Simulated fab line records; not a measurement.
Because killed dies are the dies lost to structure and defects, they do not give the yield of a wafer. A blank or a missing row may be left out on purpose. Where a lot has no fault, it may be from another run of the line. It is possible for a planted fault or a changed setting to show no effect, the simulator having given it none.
Split-lot trial    flow gf180mcu    route with 602 steps; 5 lots, 23 wafers read

THE SPLIT ITSELF
At GF_V4_CMP_04 (polishes SiO2), the setting leave_above_ref_nm was moved away from the recipe's 632.5 nm on 9 of the 23 wafers read, by -5.0% to +6.1%. For the rest of the wafers, this setting stayed at what the recipe calls for.

The split's own step is where the reading is taken.

THE READING
SiO2_of_V4_CVD_02.thk_nm (the simulator's own value, which no gauge read), in nm, at GF_V4_CMP_04 (polishes SiO2). No usual value for it is given in the file. Across the 14 wafers here that went through the recipe, the average is 632.3 nm and the standard deviation 0.86 nm.

wafer   tool, chamber at the split  leave_above_ref_nm as run, nm  against the recipe  SiO2_of_V4_CVD_02.thk_nm, nm  against lot-mates on the recipe
L074.1  cmp-01, 1                   632.5                          recipe              631.4                         -
L074.3  cmp-01, 2                   632.5                          recipe              632.3                         -
L074.2  cmp-01, 0                   667.3                          +5.5%               667.4                         +35.4
L074.5  cmp-01, 1                   667.3                          +5.5%               665.9                         +33.9
L074.6  cmp-01, 2                   632.5                          recipe              632.2                         -
L075.2  cmp-01, 1                   671.3                          +6.1%               670.9                         +38.9
L075.3  cmp-01, 2                   671.3                          +6.1%               672.2                         +40.2
L075.1  cmp-01, 0                   671.3                          +6.1%               672                           +40.0
L075.5  cmp-01, 1                   632.5                          recipe              631.4                         -
L075.6  cmp-01, 2                   632.5                          recipe              632.7                         -
L076.1  cmp-02, 3                   632.5                          recipe              631.9                         -
L076.3  cmp-02, 0                   632.5                          recipe              632.6                         -
L076.4  cmp-02, 1                   600.6                          -5.0%               601.4                         -31.5
L076.5  cmp-02, 3                   632.5                          recipe              634.1                         -
L076.6  cmp-02, 0                   600.6                          -5.0%               600.7                         -32.2
L081.2  cmp-02, 1                   632.5                          recipe              631.9                         -
L081.3  cmp-02, 2                   605.6                          -4.3%               604.3                         -28.2
L081.4  cmp-02, 3                   632.5                          recipe              632.2                         -
L081.1  cmp-02, 0                   605.6                          -4.3%               605.4                         -27.1
L081.6  cmp-02, 1                   632.5                          recipe              633.5                         -
L084.1  cmp-02, 1                   632.5                          recipe              633.1                         -
L084.3  cmp-02, 2                   632.5                          recipe              631.9                         -
L084.4  cmp-02, 0                   632.5                          recipe              630.7                         -

THE FIT
A straight line over all 23 wafers: SiO2_of_V4_CVD_02.thk_nm changes by +6.34 nm for each +1% of leave_above_ref_nm; r = +1.00; the points scatter about the line by 0.87 nm.
The same after taking each lot's own level away (the mean of its wafers on the recipe; 23 wafers): +6.4 nm for each +1%; r = +1.00; scatter 0.79 nm.
On that fit, the largest move of leave_above_ref_nm shifts the reading by 39 nm.
From 631.90 to 632.87 nm: that is the span of the lots' own levels, equal to 1.1 times the standard deviation above.
Hence the lot-to-lot level has little effect on the slope; both slopes agree.
Check: with one of the wafers moved furthest among these (+6.1%) left out of the fit, the line predicts +39.4 nm for it against its lot-mates. Against them it came out at +38.9 nm.

OTHER SPLITS APPLIED TO THESE WAFERS
Before the reading, these wafers also passed through other splits. Each is held against what the fit with the lots' levels taken away leaves over:
other split on the same wafers        wafers away from the commonest value  r with SiO2_of_V4_CVD_02.thk_nm (lot level and that fit taken away)
GF_M2_COAT_09 resist_thk_nm           10                                    +0.01
GF_M2_PEB_12 peb_temp_c               5                                     -0.11
GF_V2_CVD_00 sih4_flow_sccm           9                                     +0.15
GF_V2_COAT_09 resist_thk_nm           6                                     -0.17
GF_V2_SPUTTER_22 chamber_pressure_pa  15                                    -0.24
GF_M3_PEB_12 peb_temp_c               9                                     -0.11
GF_V3_CVD_02 time_s                   10                                    +0.37
GF_V3_PEB_12 peb_time_s               5                                     +0.24
GF_V3_CVD_23 temp_c                   8                                     +0.07
GF_M4_SPUTTER_04 time_s               7                                     -0.03

FILE'S OWN FIT
SiO2_of_V4_CVD_02.thk_nm changes by +6.4 nm for each +1% of leave_above_ref_nm, r = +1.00.
